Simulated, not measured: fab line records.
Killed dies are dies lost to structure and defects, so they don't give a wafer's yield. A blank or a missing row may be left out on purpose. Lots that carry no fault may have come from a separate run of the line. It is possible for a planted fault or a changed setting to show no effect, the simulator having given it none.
Which tool was responsible? + flow gf180mcu + 36 wafers from 13 lots sampled at 4 of the route's 602 steps

== WHAT THE GAUGES READ, wafer by wafer ==
GF_PSD_CD_MEAS_07: target cd 400 nm.
| lot  | measured     | on        | cd-nm (nm)        |
|------|--------------|-----------|-------------------|
| L149 | day 14 08:26 | cd-sem-01 | 399.7 397.5 400.1 |
| L150 | day 14 14:44 | cd-sem-01 | 398.0 400.5 398.8 |
| L151 | day 15 01:28 | cd-sem-01 | 402.4 400.3 400.7 |
| L152 | day 15 07:20 | cd-sem-02 | 401.6 400.7       |
| L153 | day 15 13:44 | cd-sem-01 | 399.4 399.6 400.4 |
| L155 | day 17 01:13 | cd-sem-01 | 398.3 397.6 395.8 |
| L158 | day 18 14:02 | cd-sem-01 | 399.1 396.5 398.9 |
| L159 | day 19 00:22 | cd-sem-02 | 402.8 401.9       |
| L160 | day 19 07:05 | cd-sem-02 | 400.4 399.4 401.5 |
| L161 | day 19 13:08 | cd-sem-02 | 398.8 398.7 397.9 |
| L162 | day 19 15:38 | cd-sem-02 | 401.2 400.5 399.5 |
| L164 | day 19 19:44 | cd-sem-02 | 399.6 399.9 401.9 |
| L170 | day 21 19:03 | cd-sem-01 | 400.4 403.7       |

GF_V1_THK_MEAS_03.
| lot  | measured     | on            | V1_CVD_02_THK (nm) |
|------|--------------|---------------|--------------------|
| L149 | day 17 06:16 | film-metro-01 | 831 833 865        |
| L150 | day 17 13:23 | film-metro-02 | 844 840 845        |
| L151 | day 18 02:36 | film-metro-04 | 826 834 852        |
| L152 | day 18 06:59 | film-metro-02 | 863 871            |
| L153 | day 18 15:07 | film-metro-02 | 838 842 847        |
| L155 | day 20 05:33 | film-metro-02 | 832 850 861        |
| L158 | day 21 19:04 | film-metro-04 | 862 846 878        |
| L159 | day 22 05:45 | film-metro-01 | 854 847            |
| L160 | day 22 18:02 | film-metro-01 | 574 576 581        |
| L161 | day 22 18:05 | film-metro-02 | 866 843 883        |
| L162 | day 22 19:00 | film-metro-01 | 832 855 851        |
| L164 | day 22 23:43 | film-metro-02 | 567 565 585        |
| L170 | day 24 20:02 | film-metro-02 | 839 850            |

== WHAT TOOL EACH LOT RAN ON (gives the tool, then ch and the chambers of the sampled wafers, and finally the start) ==
| lot  | GF_M1_SPUTTER_01             | GF_V1_CVD_02                    |
|------|------------------------------|---------------------------------|
| L149 | pvd-sputter-04, day 16 07:02 | pecvd-02 ch 0,1,2, day 17 06:12 |
| L150 | pvd-sputter-01, day 16 13:50 | pecvd-03 ch 1,2, day 17 13:19   |
| L151 | pvd-sputter-01, day 17 01:56 | pecvd-02 ch 0,1, day 18 02:32   |
| L152 | pvd-sputter-03, day 17 06:55 | pecvd-02 ch 0,2, day 18 06:55   |
| L153 | pvd-sputter-03, day 17 13:59 | pecvd-04 ch 0,1,2, day 18 15:02 |
| L155 | pvd-sputter-04, day 19 04:01 | pecvd-04 ch 0,2, day 20 05:29   |
| L158 | pvd-sputter-03, day 20 17:52 | pecvd-02 ch 1,2, day 21 19:00   |
| L159 | pvd-sputter-03, day 21 04:20 | pecvd-04 ch 1,2, day 22 05:41   |
| L160 | pvd-sputter-03, day 21 17:10 | pecvd-04 ch 1,2, day 22 17:57   |
| L161 | pvd-sputter-01, day 21 17:22 | pecvd-02 ch 0,2, day 22 18:01   |
| L162 | pvd-sputter-03, day 21 19:04 | pecvd-03 ch 0,2, day 22 18:54   |
| L164 | pvd-sputter-03, day 21 23:40 | pecvd-04 ch 1,2, day 22 23:39   |
| L170 | pvd-sputter-04, day 23 21:02 | pecvd-03 ch 0,1, day 24 19:58   |
- GF_M1_SPUTTER_01: material TiN, target thk 30 nm, time 25 s.
- GF_V1_CVD_02: deposits SiO2 from TEOS, target thk 850 nm, time 94.851 s.

== WHAT THE TOOLS THEMSELVES READ (means of the sampled wafers that have a number; where no wafer has one, the mark that the record gives instead) ==
GF_M1_SPUTTER_01.
| lot  | tool           | throttle-valve-pct (%) |
|------|----------------|------------------------|
| L149 | pvd-sputter-04 | 29.6                   |
| L150 | pvd-sputter-01 | 29.8                   |
| L151 | pvd-sputter-01 | 28.9                   |
| L152 | pvd-sputter-03 | 29.9                   |
| L153 | pvd-sputter-03 | 30.1                   |
| L155 | pvd-sputter-04 | 29.9                   |
| L158 | pvd-sputter-03 | 29.8                   |
| L159 | pvd-sputter-03 | 31.1                   |
| L160 | pvd-sputter-03 | 30.1                   |
| L161 | pvd-sputter-01 | 28.6                   |
| L162 | pvd-sputter-03 | 31.7                   |
| L164 | pvd-sputter-03 | 29.9                   |
| L170 | pvd-sputter-04 | 29.9                   |

GF_V1_CVD_02.
| lot  | tool     | heater-power-outer-w (W) | heater-power-w (W) | rf-fwd-power-W (W) |
|------|----------|--------------------------|--------------------|--------------------|
| L149 | pecvd-02 | 391                      | 693                | 598.4              |
| L150 | pecvd-03 | 490                      | 863                | 598.1              |
| L151 | pecvd-02 | 383                      | 658                | 599.0              |
| L152 | pecvd-02 | 316                      | 578                | 596.5              |
| L153 | pecvd-04 | 392                      | 679                | 596.4              |
| L155 | pecvd-04 | 407                      | 675                | 599.1              |
| L158 | pecvd-02 | 362                      | 669                | 597.7              |
| L159 | pecvd-04 | 391                      | 704                | 598.3              |
| L160 | pecvd-04 | 347                      | 632                | 598.2              |
| L161 | pecvd-02 | 326                      | 604                | 595.4              |
| L162 | pecvd-03 | 450                      | 738                | 594.4              |
| L164 | pecvd-04 | 383                      | 682                | 597.0              |
| L170 | pecvd-03 | 447                      | 727                | 596.9              |

== THE ANSWER, worked out from the rows above alone ==
Rule: the lots themselves supply what counts as usual. The widest of any qualifying gaps counts: lots, ordered by their means at a reading, are off when they make up no more than a third of the lots, leave a main group of 4 or more, and stand apart from it by 3 or more times the standard deviation of that group's means. Not used: any main group whose means are identical at the precision the tables above print for the reading. A lot without any number at a reading at which 4 lots or more have one is off too. The other lots that the step has rows for count as sound. The gauges are gone through in route order, then the tools' own readings, and for those a lot's mean is taken as printed above. The first step at which some lot is off is used, and at that step the reading that is off furthest; a lot without a number counts as furthest.
Off: L160, L164, at GF_V1_THK_MEAS_03 (V1_CVD_02_THK). The main group: mean 850 nm, standard deviation 9.5.
A tool fits if, at a process step before that reading, it ran every lot that is off, and no sound lot after the first of them. Those tools and the gauges at GF_V1_THK_MEAS_03 are tried in the same way. One fits: GF_V1_CVD_02 on pecvd-04. A fault onset in the window from L159 (day 22 05:41, its last sound lot) to L160 (day 22 17:57, its first lot off) fits.

== WHAT WAS PUT IN BY THE SIMULATOR ==
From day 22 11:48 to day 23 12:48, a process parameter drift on pecvd-04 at GF_V1_CVD_02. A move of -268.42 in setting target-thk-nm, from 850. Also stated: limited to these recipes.
Shown lots that were struck: L160, L164. The rule given above showed the same thing.
